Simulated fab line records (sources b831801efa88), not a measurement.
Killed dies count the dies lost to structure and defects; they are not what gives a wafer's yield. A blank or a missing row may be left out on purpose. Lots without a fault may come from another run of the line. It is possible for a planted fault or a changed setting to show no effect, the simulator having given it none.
Shared-tool check / flow sky130 / Sampled: 13 lots, 39 wafers

REASON FOR OPENING
At SKY_FIELD_ISO_THK_MEAS_25 the reading FIELD_ISO_CVD_24_THK is flagged on 2 of 13 lots. Wafers without a fault read 595 nm, standard deviation 6.4.
Rule: flag the lot when none of its wafers has a number, or when each of its wafers that has one lies beyond 4 standard deviations from that mean. As for the other lots, they are considered sound.

lot=L139; measured=day 2 06:23; on=film-metro-01; FIELD_ISO_CVD_24_THK (nm), wafer by wafer=589 598 587; flag=
lot=L140; measured=day 2 13:07; on=film-metro-03; FIELD_ISO_CVD_24_THK (nm), wafer by wafer=592 589 578; flag=
lot=L141; measured=day 2 17:23; on=film-metro-03; FIELD_ISO_CVD_24_THK (nm), wafer by wafer=597 593 605; flag=
lot=L146; measured=day 3 20:59; on=film-metro-01; FIELD_ISO_CVD_24_THK (nm), wafer by wafer=602 601 599; flag=
lot=L148; measured=day 4 09:43; on=film-metro-03; FIELD_ISO_CVD_24_THK (nm), wafer by wafer=591 595 601; flag=
lot=L149; measured=day 4 12:15; on=film-metro-03; FIELD_ISO_CVD_24_THK (nm), wafer by wafer=370 358 346; flag=FLAGGED
lot=L150; measured=day 4 19:17; on=film-metro-04; FIELD_ISO_CVD_24_THK (nm), wafer by wafer=352 364 349; flag=FLAGGED
lot=L151; measured=day 5 00:47; on=film-metro-03; FIELD_ISO_CVD_24_THK (nm), wafer by wafer=586 589 600; flag=
lot=L153; measured=day 5 09:50; on=film-metro-04; FIELD_ISO_CVD_24_THK (nm), wafer by wafer=595 597 594; flag=
lot=L158; measured=day 6 10:56; on=film-metro-04; FIELD_ISO_CVD_24_THK (nm), wafer by wafer=593 590 599; flag=
lot=L159; measured=day 6 17:55; on=film-metro-03; FIELD_ISO_CVD_24_THK (nm), wafer by wafer=586 595 600; flag=
lot=L160; measured=day 7 06:29; on=film-metro-04; FIELD_ISO_CVD_24_THK (nm), wafer by wafer=603 590 605; flag=
lot=L162; measured=day 7 06:38; on=film-metro-04; FIELD_ISO_CVD_24_THK (nm), wafer by wafer=596 600 590; flag=
The numbers of the flagged lots are 356 nm on average: -238 nm against the usual, or -37 standard deviations.

WHICH TOOL EACH LOT WENT THROUGH
The record keeps 1 process step preceding the reading, out of 708 steps on the route. Read each cell as the tool, then ch plus the chambers that the sampled wafers visited, then the start.
lot=L139; flag=; SKY_FIELD_ISO_CVD_24=hdpcvd-01 ch 0,1, day 2 06:19
lot=L140; flag=; SKY_FIELD_ISO_CVD_24=hdpcvd-02 ch 0,1,2, day 2 13:03
lot=L141; flag=; SKY_FIELD_ISO_CVD_24=hdpcvd-01 ch 0,1,2, day 2 17:18
lot=L146; flag=; SKY_FIELD_ISO_CVD_24=hdpcvd-01 ch 1,2, day 3 20:55
lot=L148; flag=; SKY_FIELD_ISO_CVD_24=hdpcvd-01 ch 0,2, day 4 09:38
lot=L149; flag=FLAGGED; SKY_FIELD_ISO_CVD_24=hdpcvd-02 ch 0,2, day 4 12:10
lot=L150; flag=FLAGGED; SKY_FIELD_ISO_CVD_24=hdpcvd-02 ch 0,2, day 4 19:11
lot=L151; flag=; SKY_FIELD_ISO_CVD_24=hdpcvd-01 ch 0,1, day 5 00:43
lot=L153; flag=; SKY_FIELD_ISO_CVD_24=hdpcvd-01 ch 0,1,2, day 5 09:46
lot=L158; flag=; SKY_FIELD_ISO_CVD_24=hdpcvd-01 ch 0,1,2, day 6 10:52
lot=L159; flag=; SKY_FIELD_ISO_CVD_24=hdpcvd-01 ch 0,2, day 6 17:50
lot=L160; flag=; SKY_FIELD_ISO_CVD_24=hdpcvd-01 ch 0,1, day 7 06:25
lot=L162; flag=; SKY_FIELD_ISO_CVD_24=hdpcvd-01 ch 0,1,2, day 7 06:34
These steps, and what they do:
- SKY_FIELD_ISO_CVD_24: deposits SiO2, target thk 595 nm, time 99.2 s.
- SKY_FIELD_ISO_THK_MEAS_25

FLAGGED AGAINST TOTAL, ONE TOOL AT A TIME (gauges that did the reading follow at the end)
step=SKY_FIELD_ISO_CVD_24; tool=hdpcvd-01; lots run=10; flagged=0; share of the flagged lots=none; sound lots run after its first flagged lot=-
step=SKY_FIELD_ISO_CVD_24; tool=hdpcvd-02; lots run=3; flagged=2; share of the flagged lots=all; sound lots run after its first flagged lot=0
step=SKY_FIELD_ISO_THK_MEAS_25; tool=film-metro-01; lots run=2; flagged=0; share of the flagged lots=none; sound lots run after its first flagged lot=-
step=SKY_FIELD_ISO_THK_MEAS_25; tool=film-metro-03; lots run=6; flagged=1; share of the flagged lots=some; sound lots run after its first flagged lot=2 (L151,L159)
step=SKY_FIELD_ISO_THK_MEAS_25; tool=film-metro-04; lots run=5; flagged=1; share of the flagged lots=some; sound lots run after its first flagged lot=4 (L153,L158,L160,L162)

WHAT THE TABLE ALLOWS
In the table, 1 row covers all flagged lots: hdpcvd-02 at SKY_FIELD_ISO_CVD_24.
- hdpcvd-02 at SKY_FIELD_ISO_CVD_24 ran 3 lots, 2 of them flagged. Its last sound lot is L140 (day 2 13:03), its first flagged lot L149 (day 4 12:10): a fault that began between those two fits.
One tool is left: hdpcvd-02 at SKY_FIELD_ISO_CVD_24.

WHAT THE SIMULATOR HAD INSERTED
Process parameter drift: hdpcvd-02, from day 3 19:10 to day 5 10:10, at SKY_FIELD_ISO_CVD_24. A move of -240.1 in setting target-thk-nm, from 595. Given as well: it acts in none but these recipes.
Shown lots that were struck: L149, L150. The rule above reached the same finding.
